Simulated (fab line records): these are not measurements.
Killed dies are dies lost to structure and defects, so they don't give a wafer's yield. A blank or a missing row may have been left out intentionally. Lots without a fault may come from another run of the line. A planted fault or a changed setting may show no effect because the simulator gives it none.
Which tool is to blame? + flow gf180mcu + 36 wafers sampled from 12 lots at 1 step of a route of 602

WHAT EACH GAUGE READ, for each wafer
GF_M2_OVL_MEAS_15.
| lot  | measured     | on         | M2_OVL (nm) |
|------|--------------|------------|-------------|
| L517 | day 19 03:40 | overlay-01 | -8 -4 -3    |
| L519 | day 20 03:03 | overlay-02 | 8 9 7       |
| L520 | day 20 12:08 | overlay-02 | -8 -2 4     |
| L521 | day 21 03:06 | overlay-02 | 1 -2 0      |
| L523 | day 21 17:44 | overlay-02 | -2 2 -1     |
| L524 | day 22 03:23 | overlay-02 | 7 -3 -4     |
| L526 | day 22 19:52 | overlay-02 | 9 1 -2      |
| L527 | day 23 08:37 | overlay-02 | -2 0 -7     |
| L529 | day 23 21:23 | overlay-01 | -7 -7 -11   |
| L538 | day 26 20:22 | overlay-02 | -4 -4 2     |
| L539 | day 27 00:12 | overlay-02 | 7 -1 3      |
| L540 | day 27 11:51 | overlay-01 | 1 11 6      |

EACH LOT AND THE TOOL THAT RAN IT (in order: tool; ch and the chambers of the sampled wafers; start)
There is no process step in the record ahead of these readings.

WHAT THE TOOLS THEMSELVES READ (means of the sampled wafers that have a number; where no wafer has one, the mark that the record gives instead)
The record holds no such reading with a usual standard deviation.

THE ANSWER, worked out from the rows above alone
Rule: the usual values come from the lots themselves. Put in order of their means at a reading, lots are off if they are a third of the lots or fewer, leave a main group of 4 or more, and stand apart from it by a gap of 3 or more times the standard deviation of the main group's means; of several such gaps the widest counts. Not used: any main group whose means are identical at the precision the tables above print for the reading. Also off: a lot with no number at a reading for which 4 or more lots have one. The other lots that the step has rows for count as sound. After the gauges, taken in route order, come the tools' own readings; for these a lot's mean is taken, as printed above. At the first step where some lot is off, the reading lying furthest off is the one used; lots without a number count as furthest.
Nothing can be told from this: no lot is off at any reading shown.

WHAT WAS PUT IN BY THE SIMULATOR
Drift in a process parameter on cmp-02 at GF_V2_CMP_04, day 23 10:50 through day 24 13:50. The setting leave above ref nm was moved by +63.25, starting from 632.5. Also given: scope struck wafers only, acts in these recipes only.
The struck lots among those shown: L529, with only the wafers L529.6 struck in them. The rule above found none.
